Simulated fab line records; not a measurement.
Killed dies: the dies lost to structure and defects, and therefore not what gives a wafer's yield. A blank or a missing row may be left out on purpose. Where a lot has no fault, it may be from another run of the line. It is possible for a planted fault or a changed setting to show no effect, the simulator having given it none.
Which tool is to blame? ; flow sky130 ; 12 lots, 36 wafers sampled, at 6 steps of a route of 708

## WHAT THE GAUGES READ, wafer by wafer
SKY_VT_ADJUST_HVTP_TW_MEAS_11. Usual: VT_ADJUST_HVTP_TW typically reads 1360, with standard deviation 16.
lot;measured;on;VT_ADJUST_HVTP_TW;flag
L362;day 6 07:40;film_metro-01;1341 1339 1338;
L363;day 6 13:46;film_metro-02;31 31 31 31 31 31;OFF
L364;day 6 20:02;film_metro-03;30 30 30 30 30 30;OFF
L365;day 7 02:56;film_metro-03;30 30 30 30 30 30;OFF
L368;day 7 19:53;film_metro-01;1340 1347 1345;
L373;day 9 04:50;film_metro-02;1384 1372 1374;
L375;day 10 00:28;film_metro-03;1353 1350 1344;
L376;day 10 01:50;film_metro-02;1375 1378 1381;
L379;day 10 18:11;film_metro-01;1347 1351 1347;
L380;day 11 03:05;film_metro-03;1354 1359 1359;
L382;day 11 15:34;film_metro-01;1342 1347 1341;
L384;day 12 02:44;film_metro-02;1385 1386 1380;

SKY_VT_ADJUST_PCH_TW_MEAS_10. Usual: VT_ADJUST_PCH_TW typically reads 143.6, with standard deviation 2.4.
lot;measured;on;VT_ADJUST_PCH_TW;flag
L362;day 10 17:15;film_metro-01;142.2 142.2 142.0;
L368;day 12 14:25;film_metro-03;143.4 143.5 144.0;
L373;day 14 05:01;film_metro-01;138.9 139.8 139.5;
L375;day 15 03:26;film_metro-01;140.3 141.0 140.4;
L376;day 15 05:40;film_metro-02;146.6 147.1 147.2;
L379;day 16 00:30;film_metro-03;143.0 143.6 143.3;
L380;day 16 11:17;film_metro-01;141.0 141.1 141.1;
L382;day 17 02:43;film_metro-03;142.9 142.2 142.7;
L384;day 17 16:22;film_metro-02;146.5 146.5 146.3;

SKY_SONOS_TUNNEL_OVL_MEAS_08. Usual: SONOS_TUNNEL_OVL typically reads 0.7 nm, with standard deviation 1.4.
lot;measured;on;SONOS_TUNNEL_OVL (nm);flag
L362;day 11 16:05;overlay-01;-0.3 0.2 -0.5;
L368;day 13 14:59;overlay-02;1.1 -1.1 2.2;
L373;day 15 07:39;overlay-02;2.0 1.6 1.8;
L375;day 16 06:33;overlay-01;-1.1 1.7 2.0;
L376;day 16 08:35;overlay-01;0.5 2.3 1.8;
L379;day 17 05:08;overlay-01;-0.1 1.4 0.6;
L380;day 17 15:52;overlay-02;2.7 2.7 0.9;
L382;day 18 08:41;overlay-02;2.5 1.9 2.6;
L384;day 18 22:08;overlay-02;0.9 -0.2 1.5;

SKY_SONOS_ONO_THK_MEAS_01. Usual: SONOS_ONO_OXIDATION_THK typically reads 2.62 nm, with standard deviation 0.066.
lot;measured;on;SONOS_ONO_OXIDATION_THK (nm);flag
L362;day 11 18:59;film_metro-04;2.50 2.54 2.54;
L368;day 13 18:46;film_metro-03;2.58 2.68 2.65;
L373;day 15 11:02;film_metro-04;2.75 2.71 2.65;
L375;day 16 08:31;film_metro-01;2.78 2.68 2.71;
L376;day 16 11:22;film_metro-04;2.73 2.65 2.60;
L379;day 17 07:01;film_metro-01;2.73 2.68 2.69;
L380;day 17 17:49;film_metro-04;2.50 2.58 2.51;
L382;day 18 11:35;film_metro-01;2.59 2.60 2.60;
L384;day 19 00:01;film_metro-01;2.63 2.67 2.70;

## EACH LOT AND THE TOOL THAT RAN IT (in order: tool; ch and the chambers of the sampled wafers; start)
lot;SKY_NWELL_STRIP_25;SKY_VT_ADJUST_HVTP_STRIP_10
L362;plasma_asher-02 ch 0,1, day 5 12:16;plasma_asher-04 ch 0,1, day 6 07:34
L363;plasma_asher-02 ch 0,1, day 5 17:46;plasma_asher-04 ch 0,1, day 6 13:40
L364;plasma_asher-02 ch 0,1, day 6 00:13;plasma_asher-03 ch 0,1, day 6 19:56
L365;plasma_asher-02 ch 0,1, day 6 06:52;plasma_asher-01 ch 0,1, day 7 02:50
L368;plasma_asher-03 ch 0,1, day 6 23:10;plasma_asher-03 ch 0,1, day 7 19:47
L373;plasma_asher-03 ch 0,1, day 8 06:49;plasma_asher-03 ch 0,1, day 9 04:44
L375;plasma_asher-03 ch 0,1, day 9 00:57;plasma_asher-03 ch 0,1, day 10 00:22
L376;plasma_asher-01 ch 0,1, day 9 02:10;plasma_asher-03 ch 1, day 10 01:44
L379;plasma_asher-01 ch 0,1, day 9 18:07;plasma_asher-03 ch 0,1, day 10 18:05
L380;plasma_asher-03 ch 0,1, day 10 03:20;plasma_asher-01 ch 0,1, day 11 03:01
L382;plasma_asher-01 ch 0,1, day 10 15:43;plasma_asher-03 ch 0,1, day 11 15:28
L384;plasma_asher-02 ch 0,1, day 11 02:40;plasma_asher-01 ch 0,1, day 12 02:38
- SKY_NWELL_STRIP_25: strips in O2/N2.
- SKY_VT_ADJUST_HVTP_STRIP_10: strips in O2/N2.

## AS READ BY THE TOOLS THEMSELVES (means over the sampled wafers that have a number; for cases with no such wafer, the mark the record gives instead)
SKY_NWELL_STRIP_25. Usual: chamber_pressure_mTorr 1499.8 mTorr, standard deviation 1.4; drypump_motor_current_A 6.28 A, standard deviation 0.23; oes_product_au 0.722 a.u., standard deviation 0.0052; strip_time_to_endpoint_s 36.96 s, standard deviation 0.1.
lot;tool;chamber_pressure_mTorr (mTorr);drypump_motor_current_A (A);oes_product_au (a.u.);strip_time_to_endpoint_s (s);flag
L362;plasma_asher-02;1499.8;6.30;0.716;37.09;
L363;plasma_asher-02;-;-;-;-;OFF
L364;plasma_asher-02;-;-;-;-;OFF
L365;plasma_asher-02;-;-;-;-;OFF
L368;plasma_asher-03;1499.3;6.26;0.723;37.12;
L373;plasma_asher-03;1499.8;6.24;0.721;37.05;
L375;plasma_asher-03;1499.5;6.27;0.719;36.88;
L376;plasma_asher-01;1499.8;6.25;0.718;36.83;
L379;plasma_asher-01;1499.3;6.15;0.721;37.06;
L380;plasma_asher-03;1498.6;6.21;0.724;36.98;
L382;plasma_asher-01;1500.5;6.16;0.721;36.86;
L384;plasma_asher-02;1499.6;6.48;0.726;36.86;

SKY_VT_ADJUST_HVTP_STRIP_10. Usual: chamber_pressure_mTorr 1500.0 mTorr, standard deviation 1.3; drypump_motor_current_A 6.11 A, standard deviation 0.21; oes_product_au 0.716 a.u., standard deviation 0.0046; strip_time_to_endpoint_s 14.19 s, standard deviation 0.037.
lot;tool;chamber_pressure_mTorr (mTorr);drypump_motor_current_A (A);oes_product_au (a.u.);strip_time_to_endpoint_s (s);flag
L362;plasma_asher-04;1499.3;5.83;0.715;14.21;
L363;plasma_asher-04;1499.0;5.80;0.727;58.86;OFF
L364;plasma_asher-03;1500.4;6.27;0.734;58.80;OFF
L365;plasma_asher-01;1499.2;6.25;0.728;58.83;OFF
L368;plasma_asher-03;1500.3;6.24;0.714;14.27;
L373;plasma_asher-03;1499.0;6.24;0.719;14.24;
L375;plasma_asher-03;1499.2;6.25;0.714;14.22;
L376;plasma_asher-03;1500.6;6.28;0.720;14.15;
L379;plasma_asher-03;1500.8;6.23;0.717;14.18;
L380;plasma_asher-01;1498.0;6.25;0.715;14.21;
L382;plasma_asher-03;1500.9;6.23;0.715;14.16;
L384;plasma_asher-01;1499.6;6.13;0.715;14.17;

## THE ANSWER, worked out from the rows above alone
Rule: a lot is off if the mean of its wafers that have a number lies more than 3 standard deviations from the usual mean. Also off: a lot with no number at a reading for which 4 or more lots have one. Where the step has rows for the other lots, those lots are counted as sound. First the gauges in route order, then the tools' own readings, where a lot's mean is used as printed above. The first step at which some lot is off is used, and at that step the reading that is off furthest; a lot without a number counts as furthest.
Off: L363, L364, L365, at SKY_VT_ADJUST_HVTP_TW_MEAS_11 (VT_ADJUST_HVTP_TW).
If a tool, at a process step before that reading, ran all the lots that are off and no sound lot after the first of them, it fits. The gauges at SKY_VT_ADJUST_HVTP_TW_MEAS_11 aren't tried: what is off there is off at SKY_NWELL_STRIP_25 too, on other tools, and a gauge's error can't cause that. None of those tried fits.

## WHAT THE SIMULATOR HAD INSERTED
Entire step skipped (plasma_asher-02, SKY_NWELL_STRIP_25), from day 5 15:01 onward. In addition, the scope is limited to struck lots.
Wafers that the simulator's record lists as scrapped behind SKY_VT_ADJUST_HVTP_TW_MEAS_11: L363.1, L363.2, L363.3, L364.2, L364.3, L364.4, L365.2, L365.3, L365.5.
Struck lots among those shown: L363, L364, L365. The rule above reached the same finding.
